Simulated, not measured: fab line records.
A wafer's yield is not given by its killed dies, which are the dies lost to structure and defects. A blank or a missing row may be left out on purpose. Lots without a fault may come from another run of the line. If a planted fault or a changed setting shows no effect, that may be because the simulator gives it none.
The tool behind it: which one?	flow sky130	39 wafers from 13 lots sampled at 4 of the route's 708 steps

WHAT THE GAUGES READ, wafer by wafer
SKY_METAL4_CD_MEAS_13 targets a cd of 300 nm. Usual: cd_nm at 300.5 nm, with a standard deviation of 1.3.
lot	measured	on	cd_nm (nm)	flag
L235	day 43 02:25	cd_sem-02	300.0 300.0 299.9	
L236	day 43 10:32	cd_sem-02	302.5 302.6 302.6	
L237	day 43 18:05	cd_sem-02	297.6 298.0 298.2	
L238	day 44 01:17	cd_sem-01	300.4 300.8 300.6	
L239	day 44 05:59	cd_sem-02	300.8 299.7 299.7	
L242	day 45 03:36	cd_sem-02	301.2 299.0 300.5	
L246	day 45 17:27	cd_sem-01	299.1 299.0 298.5	
L247	day 46 08:09	cd_sem-01	300.3 299.6 299.7	
L249	day 46 16:02	cd_sem-02	302.3 301.4 301.4	
L250	day 46 22:15	cd_sem-02	299.8 299.8 299.8	
L251	day 47 05:38	cd_sem-02	302.6 302.3 302.1	
L253	day 47 22:14	cd_sem-01	298.2 299.4 298.1	
L254	day 48 00:22	cd_sem-01	300.4 299.4 301.5	

SKY_VIA4_BOW_MEAS_03. Usual: VIA4_BOW gives 80 um (standard deviation 9).
lot	measured	on	VIA4_BOW (um)	flag
L235	day 43 04:17	film_metro-03	78 89 76	
L236	day 43 12:33	film_metro-03	78 75 83	
L237	day 43 19:45	film_metro-02	80 82 73	
L238	day 44 02:56	film_metro-02	100 80 79	
L239	day 44 07:39	film_metro-03	65 70 85	
L242	day 45 05:20	film_metro-03	73 72 78	
L249	day 46 17:42	film_metro-01	90 95 83	
L250	day 46 23:52	film_metro-01	68 81 83	
L251	day 47 07:32	film_metro-03	79 70 66	
L253	day 47 23:53	film_metro-02	84 87 95	
L254	day 48 02:01	film_metro-01	94 82 88	

EACH LOT AND THE TOOL THAT RAN IT (in order: tool; ch and the chambers of the sampled wafers; start)
lot	SKY_METAL4_ETCH_17	SKY_VIA4_CMP_02
L235	rie_diel-02 ch 0,1, day 43 02:40	cmp-02 ch 0,1, day 43 03:57
L236	rie_diel-04 ch 0,1,2, day 43 10:50	cmp-01 ch 0,1, day 43 12:15
L237	rie_diel-01 ch 1,2, day 43 18:22	cmp-02 ch 0,3, day 43 19:30
L238	rie_diel-01 ch 0,1,2, day 44 01:34	cmp-02 ch 0,2,3, day 44 02:41
L239	rie_diel-01 ch 0,1,2, day 44 06:16	cmp-01 ch 0,1,3, day 44 07:21
L242	rie_diel-01 ch 1,2,3, day 45 03:52	cmp-02 ch 0,1,3, day 45 05:01
L246	rie_diel-04 ch 2,3, day 45 17:43	-
L247	rie_diel-01 ch 1,2, day 46 08:25	-
L249	rie_diel-04 ch 0,2,3, day 46 16:19	cmp-02 ch 0,1,2, day 46 17:30
L250	rie_diel-04 ch 0,3, day 46 22:31	cmp-01 ch 1,2,3, day 46 23:36
L251	rie_diel-01 ch 2,3, day 47 05:53	cmp-02 ch 0,1,2, day 47 07:18
L253	rie_diel-04 ch 1,2,3, day 47 22:31	cmp-02 ch 1,2,3, day 47 23:41
L254	rie_diel-04 ch 0,1, day 48 00:38	cmp-02 ch 0,3, day 48 01:41
- SKY_METAL4_ETCH_17: etches SiO2 in C4F8/O2/Ar, stops on TiN, time 3.9 s, target depth 15 nm.
- SKY_VIA4_CMP_02: polishes SiO2.

AS READ BY THE TOOLS THEMSELVES (means over the sampled wafers that have a number; for cases with no such wafer, the mark the record gives instead)
SKY_METAL4_ETCH_17. Usual: bias_w 1200 W, standard deviation 3.3; chamber_pressure_mTorr 40.00 mTorr, standard deviation 0.04; oes_product_au 0.754 a.u., standard deviation 0.0071.
lot	tool	bias_w (W)	chamber_pressure_mTorr (mTorr)	oes_product_au (a.u.)	flag
L235	rie_diel-02	1201	39.97	0.757	
L236	rie_diel-04	1201	40.03	0.757	
L237	rie_diel-01	1203	39.98	0.750	
L238	rie_diel-01	1198	40.01	0.753	
L239	rie_diel-01	1199	39.99	0.749	
L242	rie_diel-01	1203	39.99	0.751	
L246	rie_diel-04	-	-	-	OFF
L247	rie_diel-01	-	-	-	OFF
L249	rie_diel-04	1201	40.03	0.755	
L250	rie_diel-04	1199	40.00	0.745	
L251	rie_diel-01	1199	40.04	0.753	
L253	rie_diel-04	1199	39.99	0.745	
L254	rie_diel-04	1200	39.96	0.757	

SKY_VIA4_CMP_02. Usual: motor_current_A at 11.8 A, with a standard deviation of 1.3.
lot	tool	motor_current_A (A)	flag
L235	cmp-02	10.4	
L236	cmp-01	12.3	
L237	cmp-02	11.3	
L238	cmp-02	11.8	
L239	cmp-01	11.3	
L242	cmp-02	11.5	
L249	cmp-02	11.8	
L250	cmp-01	11.6	
L251	cmp-02	11.6	
L253	cmp-02	13.0	
L254	cmp-02	10.0	

THE ANSWER, worked out from the rows above alone
Rule: take the mean of a lot's wafers that have a number; if it is more than 3 standard deviations from the usual mean, the lot is off. Also off: a lot with no number at a reading for which 4 or more lots have one. All remaining lots with rows at the step are treated as sound. After the gauges, taken in route order, come the tools' own readings; for these a lot's mean is taken, as printed above. At the first step where some lot is off, the reading lying furthest off is the one used; lots without a number count as furthest.
Off: L246, L247, at SKY_METAL4_ETCH_17 (bias_w). Without a number there: L246, L247.
If a tool, at that step or one of the process steps before it, ran each lot that is off and ran no sound lot following the first of them, it fits. None of those tried fits.

WHAT THE SIMULATOR HAD PUT IN
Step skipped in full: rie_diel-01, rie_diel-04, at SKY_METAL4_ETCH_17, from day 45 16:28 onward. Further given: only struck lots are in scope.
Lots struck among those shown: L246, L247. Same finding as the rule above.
